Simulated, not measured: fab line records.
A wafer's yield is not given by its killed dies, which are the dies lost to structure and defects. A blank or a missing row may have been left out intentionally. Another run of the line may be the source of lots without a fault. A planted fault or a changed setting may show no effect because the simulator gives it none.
Check for tools in common ; flow gf180mcu ; 39 wafers sampled across 13 lots

WHY IT WAS OPENED
3 of 13 lots carry a flag on the reading VT_IMPLANT_03_OVL at GF_VT_IMPLANT_OVL_MEAS_40. Wafers without a fault read -0.9 nm, standard deviation 1.5.
Rule: a lot is flagged when every wafer of it that has a number lies more than 4 standard deviations from that mean, or none has a number. The other lots count as sound.

lot;measured;on;VT_IMPLANT_03_OVL (nm), wafer by wafer;flag
L642;day 7 21:46;overlay-01;0.2 0.8 -0.1;
L644;day 8 10:04;overlay-02;0.0 -2.0 -0.8;
L645;day 8 16:24;overlay-01;-2.4 -0.1 1.4;
L649;day 9 21:31;overlay-02;-1.8 -1.1 1.3;
L651;day 10 06:58;overlay-02;-2.2 0.4 -0.9;
L655;day 11 11:28;overlay-01;-0.8 1.7 -0.7;
L656;day 11 17:46;overlay-01;-2.5 -0.4 -2.0;
L659;day 12 11:43;overlay-02;91.0 88.5 90.2;FLAGGED
L660;day 12 19:33;overlay-02;90.0 89.2 88.7;FLAGGED
L661;day 13 04:54;overlay-01;92.7 92.5 90.6;FLAGGED
L662;day 13 11:07;overlay-01;0.9 -0.8 0.1;
L663;day 13 15:19;overlay-01;-1.1 -0.4 -0.4;
L664;day 13 22:31;overlay-02;-0.7 -1.5 -1.1;
The numbers of the flagged lots are 90.4 nm on average: +91.3 nm against the usual, or +61 standard deviations.

LOT BY LOT: THE TOOL USED
Before the reading, the record contains 3 process steps out of a 602-step route. Each cell gives the tool, then ch followed by the chambers the sampled wafers passed through, then the start.
lot;flag;GF_MVPSD_STRIP_10;GF_VT_IMPLANT_STRIP_31;GF_VT_IMPLANT_EXPOSE_37
L642;;plasma asher-01 ch 0,1, day 5 08:41;plasma asher-03 ch 0,1, day 7 05:33;iline stepper-01 ch 0, day 7 13:53
L644;;plasma asher-03 ch 0,1, day 5 19:59;plasma asher-02 ch 0,1, day 7 17:59;iline stepper-02 ch 0, day 8 01:48
L645;;plasma asher-04 ch 0,1, day 6 01:30;plasma asher-04 ch 0,1, day 8 00:56;iline stepper-02 ch 0, day 8 08:42
L649;;plasma asher-01 ch 0,1, day 7 02:35;plasma asher-02 ch 0,1, day 9 04:02;iline stepper-02 ch 0, day 9 12:50
L651;;plasma asher-03 ch 0,1, day 7 10:30;plasma asher-04 ch 1, day 9 13:33;iline stepper-02 ch 0, day 9 22:44
L655;;plasma asher-01 ch 0,1, day 8 12:48;plasma asher-02 ch 0,1, day 10 17:50;iline stepper-01 ch 0, day 11 02:45
L656;;plasma asher-01 ch 0,1, day 8 18:51;plasma asher-02 ch 0, day 10 23:57;iline stepper-01 ch 0, day 11 09:02
L659;FLAGGED;plasma asher-04 ch 0,1, day 9 11:14;plasma asher-03 ch 0,1, day 11 16:23;iline stepper-02 ch 0, day 12 01:36
L660;FLAGGED;plasma asher-03 ch 0,1, day 9 17:59;plasma asher-03 ch 0,1, day 12 00:20;iline stepper-02 ch 0, day 12 10:10
L661;FLAGGED;plasma asher-04 ch 1, day 10 02:30;plasma asher-03 ch 0,1, day 12 09:42;iline stepper-02 ch 0, day 12 19:28
L662;;plasma asher-04 ch 0,1, day 10 07:47;plasma asher-02 ch 0,1, day 12 15:50;iline stepper-01 ch 0, day 13 01:35
L663;;plasma asher-01 ch 0,1, day 10 11:52;plasma asher-02 ch 0, day 12 19:56;iline stepper-01 ch 0, day 13 05:31
L664;;plasma asher-04 ch 1, day 10 18:30;plasma asher-02 ch 0,1, day 13 02:32;iline stepper-01 ch 0, day 13 12:01
What the steps here do:
- GF_MVPSD_STRIP_10: strips in O2/N2.
- GF_VT_IMPLANT_STRIP_31: strips in O2/N2.
- GF_VT_IMPLANT_EXPOSE_37: exposes mask Nwell HV AREA, target cd 860 nm.
- GF_VT_IMPLANT_OVL_MEAS_40

FLAGGED OVER TOTAL, TOOL BY TOOL (the gauges that took the reading come last)
step;tool;lots run;flagged;share of the flagged lots;sound lots run after its first flagged lot
GF_MVPSD_STRIP_10;plasma asher-01;5;0;none;-
GF_MVPSD_STRIP_10;plasma asher-03;3;1;some;0
GF_MVPSD_STRIP_10;plasma asher-04;5;2;some;2 (L662,L664)
GF_VT_IMPLANT_STRIP_31;plasma asher-02;7;0;none;-
GF_VT_IMPLANT_STRIP_31;plasma asher-03;4;3;all;0
GF_VT_IMPLANT_STRIP_31;plasma asher-04;2;0;none;-
GF_VT_IMPLANT_EXPOSE_37;iline stepper-01;6;0;none;-
GF_VT_IMPLANT_EXPOSE_37;iline stepper-02;7;3;all;0
GF_VT_IMPLANT_OVL_MEAS_40;overlay-01;7;1;some;2 (L662,L663)
GF_VT_IMPLANT_OVL_MEAS_40;overlay-02;6;2;some;1 (L664)

THE TABLE: WHAT IT ALLOWS
Every flagged lot went through 2 rows of the table: plasma asher-03 at GF_VT_IMPLANT_STRIP_31 and iline stepper-02 at GF_VT_IMPLANT_EXPOSE_37.
- plasma asher-03 at GF_VT_IMPLANT_STRIP_31: 3 of its 4 lots flagged. A fault beginning between L642 (day 7 05:33), its last sound lot, and L659 (day 11 16:23), its first flagged one, fits the data.
- iline stepper-02 at GF_VT_IMPLANT_EXPOSE_37: 3 of its 7 lots flagged. A fault beginning between L651 (day 9 22:44), its last sound lot, and L659 (day 12 01:36), its first flagged one, fits the data.
Because each of these 2 tools fits a fault that began at some hour, counting lots does not separate them. More lots, or a look at what each step does to the wafer, might.

WHAT THE SIMULATOR PUT IN
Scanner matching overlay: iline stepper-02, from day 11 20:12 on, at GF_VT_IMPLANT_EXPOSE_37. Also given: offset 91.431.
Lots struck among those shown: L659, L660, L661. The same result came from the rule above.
